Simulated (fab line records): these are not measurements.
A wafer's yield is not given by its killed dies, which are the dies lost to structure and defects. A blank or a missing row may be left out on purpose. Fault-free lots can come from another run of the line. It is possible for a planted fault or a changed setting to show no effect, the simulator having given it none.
2 desks, one fault | flow gf180mcu | only its own numbers are on each desk; what lay behind them is given at the end

== TOOL OWNER'S DESK, rtp anneal-02 ==
The tool's own readings at GF_PSD_RTA_13 (time 20 s): means of the sampled wafers that have a number, for each lot that ran on this tool. The brackets show how far a lot's mean lies from the usual mean; more than 4 standard deviations puts the lot out of limits, marked OUT.
Columns: A = lamp power pct at GF_PSD_RTA_13, usual 37 %; B = run length s at GF_PSD_RTA_13, usual 49.0 s; C = wafer_temp_C_max at GF_PSD_RTA_13, usual 1029.7
lot  | first seen here | A  | B              | C
L310 | day 14 05:38    | 40 | 49.2           | 1027.7
L312 | day 14 21:45    | 40 | 49.1           | 1028.5
L313 | day 15 04:26    | 40 | 56.6 (+15) OUT | 1027.3
L314 | day 15 10:53    | 40 | 56.6 (+15) OUT | 1027.3
L315 | day 16 04:19    | 40 | 60.4 (+23) OUT | 1028.4
L324 | day 19 07:54    | 40 | 49.3           | 1027.8
L326 | day 19 19:04    | 40 | 49.3           | 1028.3
L328 | day 20 12:11    | 40 | 49.1           | 1027.8
L330 | day 21 11:32    | 40 | 49.3           | 1027.7
This desk finds L313, L314, L315 out of limits, L313 being first, at day 15 04:26 (run length s at GF_PSD_RTA_13). Within limits: L310, L312, L324, L326, L328, L330.

== AT THE METROLOGY DESK ==
What the gauges read for every lot (on any tool): the sampled wafers with a number, averaged. The brackets show how far a lot's mean lies from the usual mean; more than 4 standard deviations puts the lot out of limits, marked OUT.
Columns: A = NSD_RS at GF_PSD_RS_MEAS_14, usual 46.18 ohm/sq; B = PSD_RS at GF_PSD_RS_MEAS_15, usual 108.62 ohm/sq
lot  | first seen here | A               | B
L310 | day 14 05:43    | 46.23           | 108.79
L311 | day 14 15:38    | 46.15           | 108.81
L312 | day 14 21:50    | 46.09           | 108.51
L313 | day 15 04:31    | 44.62 (-17) OUT | 105.25 (-12) OUT
L314 | day 15 10:59    | 44.72 (-16) OUT | 105.64 (-11) OUT
L315 | day 16 04:25    | 43.85 (-25) OUT | 103.57 (-18) OUT
L316 | day 16 04:38    | 46.05           | 108.31
L324 | day 19 08:01    | 46.30           | 109.20
L325 | day 19 13:07    | 46.20           | 108.97
L326 | day 19 19:09    | 46.25           | 108.83
L328 | day 20 12:16    | 46.30           | 108.59
L329 | day 21 10:39    | 46.12           | 108.52
L330 | day 21 11:37    | 46.20           | 108.64
L332 | day 22 00:50    | 46.28           | 108.74
L333 | day 22 06:35    | 46.11           | 108.36
Per this desk, out of limits: L313, L314, L315; the first was L313, day 15 04:31 (NSD_RS at GF_PSD_RS_MEAS_14). Within limits: L310, L311, L312, L316, L324, L325, L326, L328, L329, L330, L332, L333.

== ALL TOGETHER ==
The tool owner's desk had the chance to raise an alarm at day 15 04:26 on L313, L314, L315.
Metrology desk: alarm possible at day 15 04:31 on L313, L314, L315.
GF_PSD_RTA_13 was run on rtp anneal-02 by each of the lots named.

== WHAT THE SIMULATOR PUT IN ==
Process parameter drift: rtp anneal-02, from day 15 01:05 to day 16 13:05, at GF_PSD_RTA_13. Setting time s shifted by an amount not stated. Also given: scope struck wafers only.
Lots struck among those shown: L313, L314, L315.
Hours from the fault's start to each desk's first reading out of limits: the tool owner's desk, 3; the metrology desk, 3.
